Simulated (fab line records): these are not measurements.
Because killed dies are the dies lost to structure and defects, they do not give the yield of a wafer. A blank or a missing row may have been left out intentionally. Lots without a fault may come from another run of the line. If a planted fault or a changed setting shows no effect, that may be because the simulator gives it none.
Split-lot trial    flow sfq line    route with 325 steps; 5 lots, 23 wafers read

== SPLIT DETAILS ==
At SFQ_TRILAYER_I4_CMP_CMP_100 (polishes SiO2), the setting leave above ref nm was moved away from the recipe's 200 nm on 8 of the 23 wafers read, by -4.4% to +5.8%. All remaining wafers had this setting at the recipe value.

There is no step in the file separating the split from the reading.

== THE READING ==
thk nm, in nm, at SFQ_TRILAYER_I4_METRO_MEASURE_101. Typical for fault-free wafers on this fab line: 200.2 nm, with standard deviation 1.4 nm.

wafer   tool, chamber at the split  leave above ref nm as run, nm  against the recipe  thk nm, nm  against lot-mates on the recipe
L078.4  cmp-02, 0                   200                            recipe              197.0       -
L078.5  cmp-02, 2                   200                            recipe              201.6       -
L078.6  cmp-02, 1                   200                            recipe              199.4       -
L079.1  cmp-02, 0                   211.6                          +5.8%               209.3       +7.8
L079.3  cmp-02, 3                   211.6                          +5.8%               210.0       +8.4
L079.4  cmp-02, 2                   200                            recipe              201.8       -
L079.5  cmp-02, 3                   211.6                          +5.8%               210.3       +8.8
L079.6  cmp-02, 2                   200                            recipe              201.3       -
L080.1  cmp-01, 2                   191.2                          -4.4%               190.8       -10.3
L080.2  cmp-01, 1                   200                            recipe              201.1       -
L080.3  cmp-01, 3                   200                            recipe              200.3       -
L080.4  cmp-01, 0                   191.2                          -4.4%               192.4       -8.7
L080.6  cmp-01, 0                   200                            recipe              202.0       -
L084.1  cmp-02, 2                   210.2                          +5.1%               212.5       +12.4
L084.2  cmp-02, 1                   200                            recipe              200.7       -
L084.4  cmp-02, 3                   200                            recipe              199.4       -
L084.5  cmp-02, 2                   210.2                          +5.1%               212.0       +11.9
L084.6  cmp-02, 1                   210.2                          +5.1%               210.7       +10.6
L085.1  cmp-02, 0                   200                            recipe              198.7       -
L085.2  cmp-02, 3                   200                            recipe              198.6       -
L085.3  cmp-02, 2                   200                            recipe              202.5       -
L085.5  cmp-02, 3,0                 200                            recipe              198.7       -
L085.6  cmp-02, 3,0                 200                            recipe              198.5       -
When a row names more than one chamber, that row covers several wafers, and the file does not tell which wafer ran in which chamber.

FIT RESULTS
A straight line over all 23 wafers: thk nm changes by +1.94 nm for each +1% of leave above ref nm; r = +0.96; the points scatter about the line by 1.6 nm.
The same after taking each lot's own level away (the mean of its wafers on the recipe; 23 wafers): +1.89 nm for each +1%; r = +0.96; scatter 1.7 nm.
That fit puts the effect of the largest move of leave above ref nm on the reading at 11 nm.
The span of the lots' own levels, 199.33 to 201.55 nm, comes to 1.6 times the standard deviation stated above.
The two slopes agree, so the slope changes little with the lot-to-lot level.
Check: for one of the wafers moved furthest among these (+5.8%), held out of the fit, the line's prediction against its lot-mates is +11.4 nm. It came out at +7.75 nm against them.

== FURTHER SPLITS ON THESE WAFERS ==
Note: prior to the reading, these wafers also went through further splits. Each is held against what the fit with the lots' levels taken away leaves over:
other split on the same wafers                           wafers away from the commonest value  r with thk nm (lot level and that fit taken away)
SFQ_TRILAYER_I2_VIA_LITHO_COAT_067 resist thk nm         8                                     +0.09
SFQ_TRILAYER_M3_LITHO_COAT_080 spin rpm                  9                                     +0.20
SFQ_TRILAYER_M3_BARC_OPEN_METAL_ETCH_100 pressure mtorr  18                                    +0.46
SFQ_TRILAYER_I3_DEP_PECVD_081 time s                     6                                     -0.50
SFQ_TRILAYER_I3_VIA_LITHO_EXPOSE_086 dose mj             10                                    -0.45
SFQ_TRILAYER_I3_VIA_BARC_OPEN_VIA_ETCH_121 source w      6                                     +0.31
SFQ_TRILAYER_M4_LITHO_COAT_098 resist thk nm             11                                    +0.10
SFQ_TRILAYER_M4_ETCH_METAL_ETCH_096 time s               9                                     -0.45

== THE WHOLE CHAIN: every reading that the file lists as answering this split, in the file's order ==
step                               what it does   reading                                                                                    change (the file's fit)               r (the file's)
SFQ_TRILAYER_I4_CMP_CMP_100        polishes SiO2  SiO2_of_TRILAYER_I4_DEP_PECVD_099.thk nm (the simulator's own value, which no gauge read)  +1.89 nm for each +1% of the setting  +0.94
SFQ_TRILAYER_I4_METRO_MEASURE_101                 thk nm                                                                                     +1.9 nm for each +1% of the setting   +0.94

== THE FILE'S OWN FIT ==
thk nm changes by +1.9 nm for each +1% of leave above ref nm, r = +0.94.
